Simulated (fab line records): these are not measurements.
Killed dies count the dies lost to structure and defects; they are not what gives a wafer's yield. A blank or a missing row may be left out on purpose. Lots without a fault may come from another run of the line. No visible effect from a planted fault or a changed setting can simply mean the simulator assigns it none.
Code-filled problem report in 8D (eight disciplines) form -- flow sky130 -- the parts of the form that need people (team, actions taken, sign-off) are left out

## 1. PROBLEM STATEMENT
Wafers without a fault read 15, standard deviation 4.5; killed_at_front_end at SKY_PAD_OPEN_PROBE_99 reads a mean of 79 on 9 wafers belonging to 3 lots. Measured from the usual mean, that is +14 standard deviations.
Seen first at day 49 16:13 on prober-01, wafer L712.2. Wafers with a number at this step in the record: 12, from 4 lots. By rule, "out" or "out of limits" means more than 4 standard deviations away from the usual mean. All remaining wafers that have a number are taken as sound.

## 2. WHAT IT IS AND WHAT IT IS NOT
question,is,is not
which readings at this step,"killed_at_front_end, killed_dies","killed_at_M0_to_M3, killed_at_M4_up, killed_at_contacts, killed_at_other, killed_open, killed_short"
which lots,"L712, L713, L714",L707
which wafers of those lots,all that have a number,-
read on which tools,prober-01,-
when,from day 49 16:13,up to then (3 sound wafers)

## 3. SUSPECTS, AND WHAT RULES EACH OUT
Counting: any tool at a process step up to the reading is kept as a suspect provided that every lot that is out went through it and no sound lot did after the first of them.
- wet_bench-04 at SKY_FIELD_ISO_WET_ETCH_30 (etches SiO2 in dHF, target depth 25 nm, time 50 s): kept. It ran every lot that is out, first L712 (day 5 09:23), and no sound lot after that.
- prober-01 at SKY_PAD_OPEN_PROBE_99: kept. Every lot that is out went through it, starting with L712 (day 49 16:13), and after that it ran no sound lot; the last sound lot it ran before then is L707 (day 47 19:29). Out on those wafers are its own readings of killed_at_front_end, killed_dies.
After counting, wet_bench-04 at SKY_FIELD_ISO_WET_ETCH_30 and prober-01 at SKY_PAD_OPEN_PROBE_99 remain.

## 4. THE CAUSE (what the simulator had put in)
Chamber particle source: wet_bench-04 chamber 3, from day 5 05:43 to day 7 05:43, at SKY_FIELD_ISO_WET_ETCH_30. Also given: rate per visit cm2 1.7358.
This tool is one of the 2 suspects left after counting.

## 5. THE EFFECT CHAIN, in route order
One row per reading whose mean, taken over the struck wafers that have a number, lies over 3 standard deviations from the usual. Scope: only readings with a usual standard deviation given in the record; hours: median across lots of the time from each lot's start at the first step in this table that gives one to its start at this step; sigmas: change in usual standard deviations.
hours,step,reading,usual,on struck wafers,change,sigmas
0,SKY_PAD_OPEN_PROBE_99,killed_at_front_end,15,79,+64,+14
0,SKY_PAD_OPEN_PROBE_99,killed_dies,85,146,+61,+6.3
Its process steps:
- SKY_PAD_OPEN_PROBE_99

## 6. WHAT WOULD HAVE CAUGHT IT SOONER
In this record the first reading out of limits was taken at day 49 16:13, 1066 hours after the fault began at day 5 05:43.
All the lots that are out (3) had begun SKY_FIELD_ISO_WET_ETCH_30 on wet_bench-04 by day 49 16:13. None of them would have been spared by holding the tool at that moment.
